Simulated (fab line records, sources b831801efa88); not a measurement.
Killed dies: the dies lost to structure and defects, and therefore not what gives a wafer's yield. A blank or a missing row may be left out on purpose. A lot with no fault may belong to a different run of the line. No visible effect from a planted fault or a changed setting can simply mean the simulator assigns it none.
Struck lot and sound lot, side by side || flow sfq-line || 21 steps out of a route of 325
Sound: the wafers L696.3, L696.4, L696.6. Struck: wafer L703.6. (L703.3 of the same lot was not struck and is left out.) The cause comes at the end.
Per side, at each step with rows, come the tool, then ch with its chambers, and then its first start. Under that, the readings that differ: sound wafers || struck wafers || difference of the means || sigmas: that difference in standard deviations of wafers without a fault.
alike: a reading whose means differ by less than 2 such deviations, as well as words and numbers matching on both sides. not compared: withheld readings; readings where some wafer has no value; bounds like >300 that might hide an equal value; numbers whose values overlap and for which the record gives no deviation.
A row with sigmas, a row that says differs or no value, or rows on one side alone: a step with any of these is where the two part. When numbers do not overlap yet have no deviation, they are printed without sigmas and do not part them. A reading that every wafer of one side lacks parts them only if that side has two wafers or more.

first, 3 steps without rows for these wafers: SFQ_TRILAYER_M1_LITHO_EXPOSE_040 (exposes mask M1, target cd 500 nm); SFQ_TRILAYER_M1_LITHO_PEB_042 (peb time 60 s); SFQ_TRILAYER_M1_LITHO_DEVELOP_041 (time 60 s).
SFQ_M1_OVL_MEAS_911:
  sound on overlay-01 at day 24 22:17; struck on overlay-01 at day 27 18:31
  alike: M1_OVL
SFQ_TRILAYER_M1_BARC_OPEN_METAL_ETCH_054: etches BARC in O2, target depth 125 nm, time 41.7 s.
  sound on rie-metal-02 ch 0,1, day 24 22:19; struck on rie-metal-03 ch 1, day 27 18:34
{"reading": "drypump-motor-current-A (A)", "sound": "6.2 5.4 5.4", "struck": 6.5, "difference": "+0.8", "sigmas": "+2"}
  alike: oes-product-au
  not compared: rf-hours-counter-h
SFQ_TRILAYER_M1_ETCH_METAL_ETCH_042: etches Nb in Cl2/Ar, stops on SiO2, target depth 240 nm, time 120 s.
  sound on rie-metal-02 ch 0,1, day 24 22:25; struck on rie-metal-03 ch 1, day 27 18:38
{"reading": "drypump-motor-current-A (A)", "sound": "6.2 5.4 5.4", "struck": 6.6, "difference": "+0.9", "sigmas": "+2"}
  alike: oes-product-au
  not compared: rf-hours-counter-h
SFQ_TRILAYER_M1_STRIP_STRIP_043: strips in O2.
  sound on rie-metal-02 ch 0,1, day 24 22:41; struck on rie-metal-03 ch 1, day 27 18:56
{"reading": "drypump-motor-current-A (A)", "sound": "6.2 5.4 5.4", "struck": 6.7, "difference": "+1.0", "sigmas": "+3"}
  alike: oes-product-au
  not compared: rf-hours-counter-h
then, 1 step without rows for these wafers: SFQ_TRILAYER_M1_STRIP_SOLV_CLEAN_044 (cleans in NMP, time 600 s).
SFQ_TRILAYER_I1_DEP_PECVD_045: deposits SiO2 from SiH4/N2O, time 111.11 s, target thk 500 nm.
  sound on pecvd-04 ch 0,1, day 24 23:16; struck on pecvd-04 ch 1, day 27 19:30
  alike: heater-power-w, throttle-valve-pct
then, 1 step without rows for these wafers: SFQ_TRILAYER_I1_CMP_CMP_046 (polishes SiO2).
SFQ_I1_BOW_MEAS_912:
  sound on film-metro-04 at day 25 03:02; struck on film-metro-04 at day 28 02:47
  alike: I1_BOW
then, 1 step without rows for these wafers: SFQ_TRILAYER_I1_METRO_MEASURE_047.
SFQ_TRILAYER_I1_VIA_LITHO_COAT_054: resist thk 62 nm.
  sound on litho-track-01 ch 0, day 25 04:25; struck on litho-track-02 ch 0, day 28 04:10
{"reading": "model.BARC_of_TRILAYER_I1_VIA_LITHO_COAT_054.thk-nm (nm)", "sound": "62.08 62.05 62.05", "struck": 64.95, "difference": "+2.89", "sigmas": ""}
then, 5 steps without rows for these wafers: SFQ_TRILAYER_I1_VIA_LITHO_COAT_049 (resist thk 650 nm); SFQ_TRILAYER_I1_VIA_LITHO_SOFTBAKE_053; SFQ_TRILAYER_I1_VIA_LITHO_EXPOSE_050 (exposes mask I1, target cd 500 nm); SFQ_TRILAYER_I1_VIA_LITHO_PEB_052 (peb time 60 s); SFQ_TRILAYER_I1_VIA_LITHO_DEVELOP_051 (time 60 s).
-- the record jumps here: 6 days lie between the struck wafers' starts before and after --
SFQ_I1_OVL_MEAS_913:
  sound on overlay-01 at day 28 00:50; struck on overlay-01 at day 34 08:02
{"reading": "I1_OVL (nm)", "sound": "5 -2 6", "struck": -7, "difference": -10, "sigmas": -2}
SFQ_TRILAYER_I1_VIA_BARC_OPEN_VIA_ETCH_071: etches BARC in O2, target depth 125 nm, time 41.7 s.
  sound on rie-diel-02 ch 0,1,3, day 28 00:52; struck on rie-diel-02 ch 1, day 34 08:04
{"reading": "oes-product-au (a.u.)", "sound": "0.686 0.693 0.691", "struck": 0.708, "difference": "+0.018", "sigmas": "+3"}
{"reading": "model.etch.depth-nm (nm)", "sound": "62.08 62.05 62.05", "struck": 64.95, "difference": "+2.89", "sigmas": ""}
  alike: drypump-motor-current-A
  not compared: rf-hours-counter-h
SFQ_TRILAYER_I1_VIA_ETCH_VIA_ETCH_052: etches SiO2 in CHF3, stops on Nb, target depth 260 nm.
  sound on rie-diel-02 ch 0,1,3, day 28 00:54; struck on rie-diel-02 ch 1, day 34 08:07
  alike: drypump-motor-current-A, oes-product-au

## WHERE THEY PART
Earliest at SFQ_TRILAYER_M1_BARC_OPEN_METAL_ETCH_054; latest, in this record, at SFQ_TRILAYER_I1_VIA_BARC_OPEN_VIA_ETCH_071. Later steps at which nothing parts them and some readings are alike: SFQ_TRILAYER_I1_VIA_ETCH_VIA_ETCH_052.

WHY: what had been put in by the simulator
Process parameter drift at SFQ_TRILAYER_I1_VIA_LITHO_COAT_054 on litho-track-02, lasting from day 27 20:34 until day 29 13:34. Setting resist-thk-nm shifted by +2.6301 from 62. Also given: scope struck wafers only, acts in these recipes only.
